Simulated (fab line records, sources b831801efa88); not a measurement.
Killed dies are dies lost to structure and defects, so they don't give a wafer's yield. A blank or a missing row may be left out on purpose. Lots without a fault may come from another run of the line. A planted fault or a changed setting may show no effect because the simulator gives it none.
Which tool did it? | flow sky130 | 12 lots, 36 wafers sampled, at 4 steps of a route of 708

WHAT THE GAUGES READ, wafer by wafer
The record holds no reading of a measuring or inspecting step that can be judged against a usual standard deviation.

WHICH TOOL RAN EACH LOT (tool, then ch and the chambers of the sampled wafers, then the start)
lot  | SKY_SONOS_ONO_ETCH_15              | SKY_SPACER_ETCHBACK_02             | SKY_POLY_CUT_ETCH_11               | SKY_SD_P_DEVELOP_06
L750 | rie_diel-03 ch 0,2, day 12 09:59   | rie_diel-01 ch 0,1, day 22 14:07   | rie_diel-03 ch 0,2,3, day 24 00:23 | litho_track-03 ch 0, day 25 06:39
L754 | rie_diel-04 ch 1,2, day 13 18:26   | rie_diel-02 ch 0,1,2, day 24 05:33 | rie_diel-01 ch 1,3, day 25 11:03   | litho_track-01 ch 0, day 26 15:41
L753 | rie_diel-03 ch 2,3, day 13 18:56   | rie_diel-01 ch 0,1,2, day 24 04:20 | rie_diel-03 ch 0,1,3, day 25 10:35 | litho_track-04 ch 0, day 26 15:06
L755 | rie_diel-04 ch 0,1,3, day 14 08:40 | rie_diel-04 ch 1,3, day 24 21:08   | rie_diel-04 ch 0,2,3, day 26 02:20 | litho_track-01 ch 0, day 27 07:05
L756 | rie_diel-04 ch 0,1, day 14 18:49   | rie_diel-01 ch 0,2, day 25 09:38   | rie_diel-03 ch 1,3, day 26 15:05   | litho_track-04 ch 0, day 27 19:07
L757 | rie_diel-02 ch 2,3, day 15 05:49   | rie_diel-02 ch 2,3, day 25 18:07   | rie_diel-04 ch 1,3, day 26 22:51   | litho_track-01 ch 0, day 28 02:19
L758 | rie_diel-02 ch 0,2,3, day 15 10:44 | rie_diel-01 ch 0,1,2, day 26 00:07 | rie_diel-01 ch 2,3, day 27 04:57   | litho_track-01 ch 0, day 28 09:10
L767 | rie_diel-03 ch 1,3, day 18 13:05   | rie_diel-02 ch 1,3, day 29 09:02   | rie_diel-03 ch 1,3, day 30 13:02   | litho_track-01 ch 0, day 31 16:20
L768 | rie_diel-02 ch 0,2,3, day 18 17:56 | rie_diel-02 ch 0,1,2, day 29 05:47 | rie_diel-01 ch 0,1, day 30 10:24   | litho_track-01 ch 0, day 31 13:08
L771 | rie_diel-03 ch 0,1, day 19 18:41   | rie_diel-04 ch 0,1,2, day 30 04:16 | rie_diel-03 ch 1,2,3, day 31 07:28 | litho_track-04 ch 0, day 32 10:10
L770 | rie_diel-03 ch 2,3, day 20 05:35   | rie_diel-01 ch 1,3, day 30 13:00   | rie_diel-04 ch 0,2, day 31 16:23   | litho_track-04 ch 0, day 32 19:49
L772 | rie_diel-02 ch 1,2, day 20 15:35   | rie_diel-01 ch 0,1, day 30 21:25   | rie_diel-04 ch 0,1,2, day 31 23:59 | litho_track-03 ch 0, day 33 02:42
- SKY_SONOS_ONO_ETCH_15: etches the open film in CHF3/O2, target depth 19.52 nm, time 7.8 s.
- SKY_SPACER_ETCHBACK_02: etches Si3N4 in CH3F/O2, stops on SiO2, time 46.7 s, target depth 45 nm.
- SKY_POLY_CUT_ETCH_11: etches Si3N4 in CF4/CH2F2/Ar, stops on poly-Si, time 42.5 s, target depth 60 nm.
- SKY_SD_P_DEVELOP_06: develop time 60 s.

WHAT THE TOOLS THEMSELVES READ (means of the sampled wafers that have a number; where no wafer has one, the mark that the record gives instead)
SKY_SONOS_ONO_ETCH_15. Usual: drypump_motor_current_A 5.7 A, standard deviation 0.33; oes_product_au 1.000 a.u., standard deviation 0.01; throttle_valve_pct 8.825 %, standard deviation 0.0089.
lot  | tool        | drypump_motor_current_A (A) | oes_product_au (a.u.) | throttle_valve_pct (%) | flag
L750 | rie_diel-03 | 5.6                         | 1.012                 | 8.829                  |
L754 | rie_diel-04 | 5.7                         | 1.000                 | 8.825                  |
L753 | rie_diel-03 | 5.4                         | 1.003                 | 8.829                  |
L755 | rie_diel-04 | 5.8                         | 1.000                 | 8.819                  |
L756 | rie_diel-04 | 5.7                         | 1.012                 | 8.827                  |
L757 | rie_diel-02 | 5.5                         | 0.987                 | 8.824                  |
L758 | rie_diel-02 | 5.7                         | 1.003                 | 8.821                  |
L767 | rie_diel-03 | 5.3                         | 0.996                 | 8.832                  |
L768 | rie_diel-02 | 5.7                         | 0.999                 | 8.828                  |
L771 | rie_diel-03 | 5.8                         | 0.982                 | 8.825                  |
L770 | rie_diel-03 | 5.4                         | 1.004                 | 8.829                  |
L772 | rie_diel-02 | 5.5                         | 1.003                 | 8.828                  |

SKY_SPACER_ETCHBACK_02. Usual: drypump_motor_current_A 5.9 A, standard deviation 0.35; oes_product_au 0.852 a.u., standard deviation 0.0059; throttle_valve_pct 10.561 %, standard deviation 0.009.
lot  | tool        | drypump_motor_current_A (A) | oes_product_au (a.u.) | throttle_valve_pct (%) | flag
L750 | rie_diel-01 | 6.4                         | 0.860                 | 10.558                 |
L754 | rie_diel-02 | 5.8                         | 0.852                 | 10.560                 |
L753 | rie_diel-01 | 6.1                         | 0.854                 | 10.559                 |
L755 | rie_diel-04 | 5.8                         | 0.854                 | 10.562                 |
L756 | rie_diel-01 | 5.9                         | 0.850                 | 10.561                 |
L757 | rie_diel-02 | 5.5                         | 0.851                 | 10.552                 |
L758 | rie_diel-01 | 6.1                         | 0.851                 | 10.568                 |
L767 | rie_diel-02 | 5.6                         | 0.855                 | 10.568                 |
L768 | rie_diel-02 | 5.7                         | 0.847                 | 10.574                 |
L771 | rie_diel-04 | 5.7                         | 0.849                 | 10.571                 |
L770 | rie_diel-01 | 6.2                         | 0.862                 | 10.566                 |
L772 | rie_diel-01 | 6.4                         | 0.849                 | 10.553                 |

SKY_POLY_CUT_ETCH_11. Usual: cf4_flow_sccm 40.02 sccm, standard deviation 0.13; drypump_motor_current_A 5.8 A, standard deviation 0.42; oes_product_au 0.830 a.u., standard deviation 0.0062; throttle_valve_pct 14.994 %, standard deviation 0.0089.
lot  | tool        | cf4_flow_sccm (sccm) | drypump_motor_current_A (A) | oes_product_au (a.u.) | throttle_valve_pct (%) | flag
L750 | rie_diel-03 | 40.03                | 5.3                         | 0.832                 | 14.992                 |
L754 | rie_diel-01 | 40.10                | 6.2                         | 0.832                 | 14.990                 |
L753 | rie_diel-03 | 40.18                | 5.4                         | 0.837                 | 14.997                 |
L755 | rie_diel-04 | 39.96                | 5.8                         | 0.832                 | 14.985                 |
L756 | rie_diel-03 | 40.05                | 5.3                         | 0.827                 | 14.997                 |
L757 | rie_diel-04 | 40.06                | 5.8                         | 0.831                 | 15.003                 |
L758 | rie_diel-01 | 40.02                | 5.7                         | 0.837                 | 14.993                 |
L767 | rie_diel-03 | 40.02                | 5.3                         | 0.826                 | 15.002                 |
L768 | rie_diel-01 | 39.98                | 6.2                         | 0.829                 | 14.987                 |
L771 | rie_diel-03 | 39.96                | 5.5                         | 0.826                 | 15.004                 |
L770 | rie_diel-04 | 39.97                | 5.8                         | 0.830                 | 14.995                 |
L772 | rie_diel-04 | 40.06                | 5.7                         | 0.825                 | 14.992                 |

SKY_SD_P_DEVELOP_06. Usual: chill_plate_temp_C 22.99 C, standard deviation 0.11; developer_temp_C 22.98 C, standard deviation 0.1.
lot  | tool           | chill_plate_temp_C (C) | developer_temp_C (C) | flag
L750 | litho_track-03 | 23.19                  | 22.97                |
L754 | litho_track-01 | 22.87                  | 22.89                |
L753 | litho_track-04 | 22.90                  | 22.87                |
L755 | litho_track-01 | 22.94                  | 22.90                |
L756 | litho_track-04 | 22.84                  | 22.84                |
L757 | litho_track-01 | 22.83                  | 23.12                |
L758 | litho_track-01 | 23.07                  | 22.92                |
L767 | litho_track-01 | 22.94                  | 23.72                | OFF
L768 | litho_track-01 | 23.13                  | 23.73                | OFF
L771 | litho_track-04 | 23.03                  | 23.09                |
L770 | litho_track-04 | 22.98                  | 22.94                |
L772 | litho_track-03 | 22.93                  | 23.05                |

THE ANSWER, worked out from the rows above alone
Rule: a lot is off if the mean of its wafers that have a number lies more than 3 standard deviations from the usual mean. A lot without any number at a reading at which 4 lots or more have one is off too. The other lots that the step has rows for count as sound. The gauges are gone through in route order, then the tools' own readings, and for those a lot's mean is taken as printed above. The first step at which some lot is off is used, and at that step the reading that is off furthest; a lot without a number counts as furthest.
Off: L767, L768, at SKY_SD_P_DEVELOP_06 (developer_temp_C).
A tool fits if, at that step or a process step before it, it ran every lot that is off, and no sound lot after the first of them. Can't be told from this: 2 tools fit, rie_diel-02 at SKY_SPACER_ETCHBACK_02, litho_track-01 at SKY_SD_P_DEVELOP_06.

WHAT THE SIMULATOR HAD PUT IN
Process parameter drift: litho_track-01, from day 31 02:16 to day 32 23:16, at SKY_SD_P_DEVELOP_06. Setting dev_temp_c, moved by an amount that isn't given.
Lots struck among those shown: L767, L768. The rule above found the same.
